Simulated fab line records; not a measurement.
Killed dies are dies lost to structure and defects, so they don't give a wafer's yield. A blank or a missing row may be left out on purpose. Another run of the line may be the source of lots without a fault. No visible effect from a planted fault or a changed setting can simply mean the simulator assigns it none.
The tool behind it: which one? + flow sfq_line + Sampling: 13 lots, 39 wafers, 4 of 325 route steps

## WHAT EACH GAUGE READ, for each wafer
SFQ_M1_RS_MEAS_909: measurement is done with a four-point probe. Usual: for M1_NB_RS the level is 0.891 ohm/sq and the standard deviation is 0.012.
| lot  | measured     | on            | M1_NB_RS (ohm/sq) | flag |
|------|--------------|---------------|-------------------|------|
| L547 | day 9 22:14  | film_metro-03 | 0.892 0.878 0.880 |      |
| L548 | day 10 05:25 | film_metro-03 | 0.890 0.880 0.878 |      |
| L549 | day 10 10:18 | film_metro-01 | 0.897 0.897 0.898 |      |
| L550 | day 10 19:50 | film_metro-04 | 0.878 0.878 0.875 |      |
| L551 | day 11 00:41 | film_metro-03 | 0.892 0.893 0.890 |      |
| L552 | day 11 05:26 | film_metro-03 | 0.885 0.891 0.897 |      |
| L553 | day 11 10:16 | film_metro-04 | 0.899 0.897 0.891 |      |
| L554 | day 11 19:22 | film_metro-04 | 0.912 0.907 0.913 |      |
| L559 | day 13 11:35 | film_metro-04 | 0.883 0.894 0.900 |      |
| L562 | day 14 14:01 | film_metro-03 | 0.881 0.874 0.880 |      |
| L565 | day 15 11:20 | film_metro-01 | 0.895 0.881 0.883 |      |
| L568 | day 16 00:41 | film_metro-03 | 0.889 0.886 0.883 |      |
| L570 | day 16 13:41 | film_metro-04 | 0.922 0.924 0.916 |      |

## TOOL THAT RAN EACH LOT (tool first, then ch and the chambers of the sampled wafers, then the start)
| lot  | SFQ_TRILAYER_I0_CMP_CMP_028   | SFQ_TRILAYER_I0_METRO_MEASURE_029 | SFQ_TRILAYER_I0_VIA_ETCH_VIA_ETCH_034 |
|------|-------------------------------|-----------------------------------|---------------------------------------|
| L547 | cmp-02 ch 2,3, day 7 10:53    | film_metro-02, day 7 13:43        | rie_diel-01 ch 0,1,2, day 9 21:13     |
| L548 | cmp-02 ch 0,1,2, day 7 17:55  | film_metro-01, day 7 21:02        | rie_diel-04 ch 1,2,3, day 10 04:25    |
| L549 | cmp-01 ch 0,3, day 7 23:24    | film_metro-02, day 8 02:31        | rie_diel-04 ch 0,1,2, day 10 09:16    |
| L550 | cmp-02 ch 1,2,3, day 8 07:07  | film_metro-03, day 8 09:56        | rie_diel-01 ch 1,2,3, day 10 18:49    |
| L551 | cmp-01 ch 0,3, day 8 11:53    | film_metro-03, day 8 15:37        | rie_diel-03 ch 0,1,3, day 10 23:37    |
| L552 | cmp-01 ch 1,2, day 8 15:13    | film_metro-01, day 8 18:32        | rie_diel-03 ch 0,2, day 11 04:25      |
| L553 | cmp-01 ch 0,1, day 8 21:13    | film_metro-03, day 9 00:44        | rie_diel-01 ch 0,1,2, day 11 09:13    |
| L554 | cmp-02 ch 0,2, day 9 07:33    | film_metro-02, day 9 10:10        | rie_diel-03 ch 0,2, day 11 18:22      |
| L559 | cmp-02 ch 0,1,3, day 11 05:31 | film_metro-01, day 11 08:20       | rie_diel-03 ch 0,1,3, day 13 09:58    |
| L562 | cmp-01 ch 0,1, day 11 22:17   | film_metro-01, day 12 01:49       | rie_diel-01 ch 0,1, day 14 12:58      |
| L565 | cmp-01 ch 2,3, day 12 16:17   | film_metro-03, day 12 19:49       | rie_diel-01 ch 0,3, day 15 10:17      |
| L568 | cmp-01 ch 0,1,3, day 13 05:44 | film_metro-01, day 13 08:04       | rie_diel-03 ch 1,2, day 15 23:29      |
| L570 | cmp-01 ch 0,2, day 13 16:44   | film_metro-03, day 13 19:52       | rie_diel-04 ch 0,2, day 16 12:41      |
- SFQ_TRILAYER_I0_CMP_CMP_028: polishes SiO2.
- SFQ_TRILAYER_I0_METRO_MEASURE_029
- SFQ_TRILAYER_I0_VIA_ETCH_VIA_ETCH_034: etches SiO2 in CHF3, stops on Nb, target depth 260 nm.

## AS READ BY THE TOOLS THEMSELVES (means over the sampled wafers that have a number; for cases with no such wafer, the mark the record gives instead)
SFQ_TRILAYER_I0_CMP_CMP_028. Usual: motor_current_A 10.3 A, standard deviation 1.1; slurry_flow_ml_min 150.0, standard deviation 0.49; time_to_endpoint_s 217 s, standard deviation 6.8.
| lot  | tool   | motor_current_A (A) | slurry_flow_ml_min | time_to_endpoint_s (s) | flag |
|------|--------|---------------------|--------------------|------------------------|------|
| L547 | cmp-02 | 10.7                | 150.4              | 209                    |      |
| L548 | cmp-02 | 11.0                | 150.1              | 217                    |      |
| L549 | cmp-01 | 11.6                | 149.9              | 227                    |      |
| L550 | cmp-02 | 10.6                | 150.4              | 213                    |      |
| L551 | cmp-01 | 10.5                | 150.2              | 233                    |      |
| L552 | cmp-01 | 8.8                 | 150.0              | 217                    |      |
| L553 | cmp-01 | 10.6                | 149.4              | 228                    |      |
| L554 | cmp-02 | 10.9                | 149.8              | 219                    |      |
| L559 | cmp-02 | 10.5                | 149.4              | 222                    |      |
| L562 | cmp-01 | 10.2                | 150.5              | 218                    |      |
| L565 | cmp-01 | 9.7                 | 149.9              | 216                    |      |
| L568 | cmp-01 | 10.6                | 150.1              | 218                    |      |
| L570 | cmp-01 | 10.8                | 149.9              | 219                    |      |

SFQ_TRILAYER_I0_METRO_MEASURE_029. Usual: thk_nm reads 200.0 nm (standard deviation 1.1).
| lot  | tool          | thk_nm (nm) | flag |
|------|---------------|-------------|------|
| L547 | film_metro-02 | 199.0       |      |
| L548 | film_metro-01 | 199.6       |      |
| L549 | film_metro-02 | 201.0       |      |
| L550 | film_metro-03 | 199.9       |      |
| L551 | film_metro-03 | 202.2       |      |
| L552 | film_metro-01 | 200.4       |      |
| L553 | film_metro-03 | 200.7       |      |
| L554 | film_metro-02 | 199.6       |      |
| L559 | film_metro-01 | 182.5       | OFF  |
| L562 | film_metro-01 | 200.2       |      |
| L565 | film_metro-03 | 199.5       |      |
| L568 | film_metro-01 | 200.9       |      |
| L570 | film_metro-03 | 199.2       |      |

SFQ_TRILAYER_I0_VIA_ETCH_VIA_ETCH_034. Usual: drypump_motor_current_A 5.66 A, standard deviation 0.24; oes_product_au 0.854 a.u., standard deviation 0.0052.
| lot  | tool        | drypump_motor_current_A (A) | oes_product_au (a.u.) | flag |
|------|-------------|-----------------------------|-----------------------|------|
| L547 | rie_diel-01 | 5.65                        | 0.852                 |      |
| L548 | rie_diel-04 | 5.63                        | 0.853                 |      |
| L549 | rie_diel-04 | 5.59                        | 0.852                 |      |
| L550 | rie_diel-01 | 5.58                        | 0.858                 |      |
| L551 | rie_diel-03 | 5.61                        | 0.856                 |      |
| L552 | rie_diel-03 | 5.66                        | 0.854                 |      |
| L553 | rie_diel-01 | 5.64                        | 0.855                 |      |
| L554 | rie_diel-03 | 5.54                        | 0.856                 |      |
| L559 | rie_diel-03 | 5.64                        | 0.817                 | OFF  |
| L562 | rie_diel-01 | 5.38                        | 0.854                 |      |
| L565 | rie_diel-01 | 5.96                        | 0.852                 |      |
| L568 | rie_diel-03 | 5.71                        | 0.856                 |      |
| L570 | rie_diel-04 | 5.71                        | 0.847                 |      |

## THE ANSWER, worked out from the rows above alone
Rule: a lot is off if the mean of its wafers that have a number lies more than 3 standard deviations from the usual mean. A lot without any number at a reading at which 4 lots or more have one is off too. Any other lot the step has rows for is counted as sound. After the gauges, taken in route order, come the tools' own readings; for these a lot's mean is taken, as printed above. The first step at which some lot is off is used, and at that step the reading that is off furthest; a lot without a number counts as furthest.
Off: L559 (SFQ_TRILAYER_I0_METRO_MEASURE_029, thk_nm).
If a tool, at that step or one of the process steps before it, ran each lot that is off and ran no sound lot following the first of them, it fits. One fits: cmp-02 at SFQ_TRILAYER_I0_CMP_CMP_028. Its last sound lot is L554 (day 9 07:33), its first lot that is off L559 (day 11 05:31): a fault that began between those two fits.

## WHAT THE SIMULATOR HAD PUT IN
cmp-02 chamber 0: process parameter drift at SFQ_TRILAYER_I0_CMP_CMP_028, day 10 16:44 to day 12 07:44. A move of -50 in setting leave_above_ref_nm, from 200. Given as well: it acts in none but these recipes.
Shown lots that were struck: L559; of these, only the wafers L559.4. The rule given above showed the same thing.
